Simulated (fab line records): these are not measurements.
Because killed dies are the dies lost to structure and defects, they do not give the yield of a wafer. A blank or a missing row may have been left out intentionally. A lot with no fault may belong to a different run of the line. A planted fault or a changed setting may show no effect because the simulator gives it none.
What tool caused it?	flow gf180mcu	12 lots, 33 wafers sampled, at 6 steps of a route of 602

WHAT THE GAUGES READ, wafer by wafer
GF_NSD_CD_MEAS_07: the cd target is 400 nm.
lot	measured	on	cd nm (nm)
L643	day 13 20:34	cd sem-02	398.9 401.1 398.1
L644	day 14 06:24	cd sem-02	399.2 398.9 402.4
L647	day 15 08:58	cd sem-02	401.7 402.0 400.9
L648	day 15 12:36	cd sem-01	394.1 395.1 394.6
L649	day 16 03:23	cd sem-01	394.4 395.0 396.9
L653	day 17 15:52	cd sem-01	400.2 400.2 401.0
L655	day 18 06:48	cd sem-01	403.1 402.7
L656	day 18 18:49	cd sem-01	406.0 410.8
L658	day 19 06:20	cd sem-02	397.3 397.6
L661	day 20 10:58	cd sem-01	399.1 397.1 396.6
L662	day 21 00:01	cd sem-01	400.7 400.8 401.0
L663	day 21 03:14	cd sem-01	402.1 402.6 399.5

GF_PSD_TW_MEAS_11.
lot	measured	on	PSD_TW
L643	day 14 17:46	film metro-03	3152 3160 3178
L644	day 15 04:10	film metro-01	3160 3151 3158
L647	day 16 06:10	film metro-01	3187 3141 3166
L648	day 16 10:47	film metro-01	3161 3174 3160
L649	day 17 02:17	film metro-03	3176 3169 3173
L653	day 18 15:56	film metro-01	3178 3166 3183
L655	day 19 08:07	film metro-04	3134 2984
L656	day 19 19:49	film metro-04	3151 2987
L658	day 20 07:47	film metro-01	3164 3032
L661	day 21 11:53	film metro-01	3139 3138 3133
L662	day 22 00:04	film metro-04	3152 3144 3163
L663	day 22 03:34	film metro-04	3145 3140 3163

GF_PSD_RS_MEAS_15: a four-point-probe measurement.
lot	measured	on	PSD_RS (ohm/sq)
L643	day 14 18:05	film metro-04	108.34 108.75 108.45
L644	day 15 04:28	film metro-03	108.71 108.63 108.74
L647	day 16 06:34	film metro-01	108.70 108.56 108.62
L648	day 16 11:13	film metro-01	108.35 108.20 108.07
L649	day 17 02:37	film metro-03	108.52 108.92 108.82
L653	day 18 16:16	film metro-03	108.44 108.87 108.54
L655	day 19 08:26	film metro-01	108.60 120.42
L656	day 19 20:07	film metro-01	108.39 121.08
L658	day 20 08:07	film metro-04	108.65 120.28
L661	day 21 12:13	film metro-03	108.10 108.65 108.46
L662	day 22 00:23	film metro-03	108.79 108.97 108.78
L663	day 22 03:55	film metro-01	108.66 108.71 108.55

GF_SAB_OVL_MEAS_10.
lot	measured	on	SAB_OVL (nm)
L643	day 15 14:26	overlay-01	-0.5 0.8 -0.3
L644	day 16 00:53	overlay-01	1.1 1.5 1.8
L647	day 17 04:23	overlay-02	1.3 1.1 -1.2
L648	day 17 09:47	overlay-01	1.7 0.2 1.0
L649	day 18 01:43	overlay-01	-0.2 -0.3 -1.0
L653	day 19 16:50	overlay-02	-2.6 -3.1 -3.2
L655	day 20 09:22	overlay-02	-0.3 -1.0
L656	day 20 20:31	overlay-02	-1.3 -0.9
L658	day 21 08:23	overlay-01	0.5 -0.9
L661	day 22 11:31	overlay-01	-1.4 -1.6 -0.2
L662	day 22 23:20	overlay-02	0.1 -1.2 -0.6
L663	day 23 02:32	overlay-01	-2.2 0.3 -1.4

WHAT TOOL EACH LOT RAN ON (gives the tool, then ch and the chambers of the sampled wafers, and finally the start)
lot	GF_PSD_IMPLANT_09	GF_PSD_STRIP_10
L643	implanter-04 ch 0, day 14 17:31	plasma asher-04 ch 0,1, day 14 17:39
L644	implanter-03 ch 0, day 15 03:55	plasma asher-01 ch 0,1, day 15 04:04
L647	implanter-04 ch 0, day 16 05:55	plasma asher-04 ch 1, day 16 06:03
L648	implanter-04 ch 0, day 16 10:35	plasma asher-01 ch 0,1, day 16 10:41
L649	implanter-03 ch 0, day 17 02:04	plasma asher-01 ch 0,1, day 17 02:11
L653	implanter-03 ch 0, day 18 15:43	plasma asher-01 ch 0,1, day 18 15:50
L655	implanter-03 ch 0, day 19 07:52	plasma asher-01 ch 1, day 19 08:01
L656	implanter-03 ch 0, day 19 19:34	plasma asher-04 ch 0, day 19 19:43
L658	implanter-03 ch 0, day 20 07:34	plasma asher-04 ch 0,1, day 20 07:41
L661	implanter-04 ch 0, day 21 11:38	plasma asher-01 ch 0, day 21 11:47
L662	implanter-04 ch 0, day 21 23:50	plasma asher-03 ch 0,1, day 21 23:57
L663	implanter-04 ch 0, day 22 03:21	plasma asher-03 ch 0,1, day 22 03:29
- GF_PSD_IMPLANT_09
- GF_PSD_STRIP_10: strips in O2/N2.

WHAT THE TOOLS THEMSELVES READ (means of the sampled wafers that have a number; where no wafer has one, the mark that the record gives instead)
GF_PSD_IMPLANT_09.
lot	tool	beam on s (s)	faraday current uA	tilt deg (degrees)
L643	implanter-04	10.01	8232	7.032
L644	implanter-03	10.09	8168	6.972
L647	implanter-04	9.96	8276	6.996
L648	implanter-04	10.13	8128	6.964
L649	implanter-03	9.84	8358	6.970
L653	implanter-03	9.91	8337	6.995
L655	implanter-03	9.04	9245	6.979
L656	implanter-03	9.14	9120	6.988
L658	implanter-03	8.93	9410	7.022
L661	implanter-04	10.09	8178	6.996
L662	implanter-04	9.94	8304	7.007
L663	implanter-04	10.11	8153	6.987

GF_PSD_STRIP_10.
lot	tool	chamber pressure mTorr (mTorr)	drypump motor current A (A)	heater power w (W)	oes product au (a.u.)	strip time to endpoint s (s)
L643	plasma asher-04	1499.8	5.4	301	0.592	16.55
L644	plasma asher-01	1500.1	5.6	295	0.594	16.45
L647	plasma asher-04	1499.2	6.4	317	0.590	16.53
L648	plasma asher-01	1498.9	5.6	301	0.585	16.45
L649	plasma asher-01	1500.4	5.6	299	0.596	16.54
L653	plasma asher-01	1499.2	5.6	298	0.595	16.52
L655	plasma asher-01	1501.0	5.7	310	0.603	16.15
L656	plasma asher-04	1499.5	4.9	264	0.605	16.17
L658	plasma asher-04	1499.9	5.6	290	0.595	16.16
L661	plasma asher-01	1501.3	5.6	296	0.594	16.53
L662	plasma asher-03	1499.9	5.8	358	0.589	16.57
L663	plasma asher-03	1499.2	5.7	362	0.589	16.52

THE ANSWER, worked out from the rows above alone
Rule: the lots themselves supply what counts as usual. The widest of any qualifying gaps counts: lots, ordered by their means at a reading, are off when they make up no more than a third of the lots, leave a main group of 4 or more, and stand apart from it by 3 or more times the standard deviation of that group's means. Not used: any main group whose means are identical at the precision the tables above print for the reading. A lot without any number at a reading at which 4 lots or more have one is off too. The other lots that the step has rows for count as sound. The gauges are gone through in route order, then the tools' own readings, and for those a lot's mean is taken as printed above. The first step at which some lot is off is used, and at that step the reading that is off furthest; a lot without a number counts as furthest.
Off: L655, L656, L658, seen at GF_PSD_TW_MEAS_11 (PSD_TW). Mean 3160 and standard deviation 11 in the main group.
A tool fits if, at a process step before that reading, it ran every lot that is off, and no sound lot after the first of them. Not tried: the gauges at GF_PSD_TW_MEAS_11; whatever is off there is also off at GF_PSD_IMPLANT_09, on other tools, and gauge error can't account for it. One fits: GF_PSD_IMPLANT_09 on implanter-03. Its last sound lot is L653 (day 18 15:43), its first lot that is off L655 (day 19 07:52): a fault that began between those two fits.
The tool's own readings at GF_PSD_IMPLANT_09 bear it out: on the lots that are off they differ by more than 5 times the standard deviation of the sound lots' means. beam on s reads 9.04 s there against 10.01 s on the sound lots; faraday current uA reads 9258 there against 8237 on the sound lots.

WHAT THE SIMULATOR HAD INSERTED
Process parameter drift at GF_PSD_IMPLANT_09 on implanter-03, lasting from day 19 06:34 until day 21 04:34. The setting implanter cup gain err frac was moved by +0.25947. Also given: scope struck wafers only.
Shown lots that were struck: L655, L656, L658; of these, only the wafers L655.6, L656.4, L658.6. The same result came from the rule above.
